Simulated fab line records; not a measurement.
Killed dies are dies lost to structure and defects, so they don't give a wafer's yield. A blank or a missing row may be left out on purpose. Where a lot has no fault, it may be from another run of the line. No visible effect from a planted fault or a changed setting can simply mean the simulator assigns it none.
Which of the tools did it? / flow sky130 / Sampling: 12 lots, 36 wafers, 6 of 708 route steps

## WHAT THE GAUGES READ, wafer by wafer
SKY_CAP2M_THK_MEAS_01.
lot=L075; measured=day 40 17:19; on=filmMetro-02; CAP2M_CVD_00_THK (nm)=15.57 15.27 15.55
lot=L076; measured=day 40 19:22; on=filmMetro-03; CAP2M_CVD_00_THK (nm)=15.94 15.59 15.58
lot=L079; measured=day 42 13:01; on=filmMetro-02; CAP2M_CVD_00_THK (nm)=15.28 15.66 15.43
lot=L080; measured=day 42 15:43; on=filmMetro-02; CAP2M_CVD_00_THK (nm)=15.30 15.05 15.69
lot=L084; measured=day 42 21:53; on=filmMetro-01; CAP2M_CVD_00_THK (nm)=15.81 15.47 15.66
lot=L085; measured=day 43 00:52; on=filmMetro-03; CAP2M_CVD_00_THK (nm)=15.50 15.00 15.49
lot=L087; measured=day 43 11:04; on=filmMetro-03; CAP2M_CVD_00_THK (nm)=15.15 15.81 15.43
lot=L089; measured=day 43 21:55; on=filmMetro-03; CAP2M_CVD_00_THK (nm)=15.22 15.24 15.47
lot=L091; measured=day 44 14:40; on=filmMetro-02; CAP2M_CVD_00_THK (nm)=15.40 15.56 15.39
lot=L093; measured=day 45 08:01; on=filmMetro-03; CAP2M_CVD_00_THK (nm)=15.22 15.47 15.61
lot=L095; measured=day 45 21:00; on=filmMetro-01; CAP2M_CVD_00_THK (nm)=15.57 15.94 15.86
lot=L097; measured=day 46 04:04; on=filmMetro-03; CAP2M_CVD_00_THK (nm)=15.28 15.71 15.45

## WHAT TOOL EACH LOT RAN ON (gives the tool, then ch and the chambers of the sampled wafers, and finally the start)
lot=L075; SKY_METAL3_SPUTTER_03=pvdSputter-04, day 37 10:47; SKY_METAL3_DESCUM_15=rieMetal-04 ch 0,1, day 39 14:47; SKY_VIA3_ETCH_14=rieDiel-01 ch 1,2,3, day 40 15:46; SKY_VIA3_CMP_24=cmp-02 ch 1,2,3, day 40 16:50; SKY_CAP2M_CVD_00=pecvd-03 ch 0,1,2, day 40 17:17
lot=L076; SKY_METAL3_SPUTTER_03=pvdSputter-01, day 37 13:15; SKY_METAL3_DESCUM_15=rieMetal-01 ch 0,1, day 39 16:19; SKY_VIA3_ETCH_14=rieDiel-04 ch 0,3, day 40 17:49; SKY_VIA3_CMP_24=cmp-02 ch 2,3, day 40 18:55; SKY_CAP2M_CVD_00=pecvd-03 ch 0,1,2, day 40 19:20
lot=L079; SKY_METAL3_SPUTTER_03=pvdSputter-03, day 39 08:25; SKY_METAL3_DESCUM_15=rieMetal-04 ch 0,1, day 41 09:58; SKY_VIA3_ETCH_14=rieDiel-04 ch 0,1,3, day 42 10:58; SKY_VIA3_CMP_24=cmp-02 ch 1,2,3, day 42 12:32; SKY_CAP2M_CVD_00=pecvd-02 ch 0,1,2, day 42 12:59
lot=L080; SKY_METAL3_SPUTTER_03=pvdSputter-03, day 39 10:48; SKY_METAL3_DESCUM_15=rieMetal-04 ch 0,1, day 41 12:31; SKY_VIA3_ETCH_14=rieDiel-02 ch 0,1,3, day 42 14:10; SKY_VIA3_CMP_24=cmp-02 ch 0,1,2, day 42 15:14; SKY_CAP2M_CVD_00=pecvd-04 ch 0,2, day 42 15:41
lot=L084; SKY_METAL3_SPUTTER_03=pvdSputter-04, day 39 17:38; SKY_METAL3_DESCUM_15=rieMetal-01 ch 0,1, day 41 18:34; SKY_VIA3_ETCH_14=rieDiel-04 ch 1,2,3, day 42 19:43; SKY_VIA3_CMP_24=cmp-02 ch 0,3, day 42 21:25; SKY_CAP2M_CVD_00=pecvd-02 ch 0,1,2, day 42 21:52
lot=L085; SKY_METAL3_SPUTTER_03=pvdSputter-01, day 39 21:26; SKY_METAL3_DESCUM_15=rieMetal-04 ch 0,1, day 41 23:16; SKY_VIA3_ETCH_14=rieDiel-01 ch 0,1,2, day 42 23:19; SKY_VIA3_CMP_24=cmp-02 ch 1,2,3, day 43 00:23; SKY_CAP2M_CVD_00=pecvd-04 ch 0,2, day 43 00:50
lot=L087; SKY_METAL3_SPUTTER_03=pvdSputter-03, day 40 07:56; SKY_METAL3_DESCUM_15=rieMetal-01 ch 0,1, day 42 09:46; SKY_VIA3_ETCH_14=rieDiel-01 ch 1,2, day 43 09:31; SKY_VIA3_CMP_24=cmp-02 ch 2,3, day 43 10:34; SKY_CAP2M_CVD_00=pecvd-02 ch 0,1, day 43 11:01
lot=L089; SKY_METAL3_SPUTTER_03=pvdSputter-04, day 40 20:13; SKY_METAL3_DESCUM_15=rieMetal-03 ch 0,1, day 42 20:07; SKY_VIA3_ETCH_14=rieDiel-04 ch 1,2,3, day 43 19:59; SKY_VIA3_CMP_24=cmp-01 ch 1,2,3, day 43 21:29; SKY_CAP2M_CVD_00=pecvd-02 ch 0,2, day 43 21:53
lot=L091; SKY_METAL3_SPUTTER_03=pvdSputter-03, day 41 14:58; SKY_METAL3_DESCUM_15=rieMetal-03 ch 1, day 43 13:16; SKY_VIA3_ETCH_14=rieDiel-01 ch 0,1,2, day 44 13:07; SKY_VIA3_CMP_24=cmp-02 ch 0,2,3, day 44 14:11; SKY_CAP2M_CVD_00=pecvd-04 ch 0,1,2, day 44 14:38
lot=L093; SKY_METAL3_SPUTTER_03=pvdSputter-01, day 42 09:43; SKY_METAL3_DESCUM_15=rieMetal-03 ch 0,1, day 44 06:40; SKY_VIA3_ETCH_14=rieDiel-02 ch 1,3, day 45 06:28; SKY_VIA3_CMP_24=cmp-02 ch 2,3, day 45 07:34; SKY_CAP2M_CVD_00=pecvd-03 ch 0,2, day 45 07:58
lot=L095; SKY_METAL3_SPUTTER_03=pvdSputter-04, day 42 22:00; SKY_METAL3_DESCUM_15=rieMetal-01 ch 1, day 44 19:49; SKY_VIA3_ETCH_14=rieDiel-02 ch 0,2, day 45 19:16; SKY_VIA3_CMP_24=cmp-02 ch 0,2,3, day 45 20:35; SKY_CAP2M_CVD_00=pecvd-03 ch 0,1,2, day 45 20:59
lot=L097; SKY_METAL3_SPUTTER_03=pvdSputter-01, day 43 06:38; SKY_METAL3_DESCUM_15=rieMetal-04 ch 0,1, day 45 04:04; SKY_VIA3_ETCH_14=rieDiel-04 ch 1,2, day 46 02:14; SKY_VIA3_CMP_24=cmp-01 ch 0,1,2, day 46 03:40; SKY_CAP2M_CVD_00=pecvd-04 ch 0,2, day 46 04:01
- SKY_METAL3_SPUTTER_03: material Ti, target thk 5 nm, time 3.3 s.
- SKY_METAL3_DESCUM_15: chemistry O2, time 8 s.
- SKY_VIA3_ETCH_14: etches BARC in N2/H2, stops on SiO2, time 45.9 s, target depth 60 nm.
- SKY_VIA3_CMP_24: polishes, stops on SiO2, t overpolish 20 s, target thk 0 nm.
- SKY_CAP2M_CVD_00: deposits SiO2, target thk 15.5 nm.

## THE ANSWER, worked out from the rows above alone
Rule: the lots themselves supply what counts as usual. The widest of any qualifying gaps counts: lots, ordered by their means at a reading, are off when they make up no more than a third of the lots, leave a main group of 4 or more, and stand apart from it by 3 or more times the standard deviation of that group's means. The tables above print the reading to a certain number of digits; a main group whose means all agree to those digits is not used. Also off: a lot with no number at a reading for which 4 or more lots have one. Any other lot the step has rows for is counted as sound.
None of the lots is off at any reading shown; this tells nothing.

## WHAT HAD BEEN PUT IN BY THE SIMULATOR
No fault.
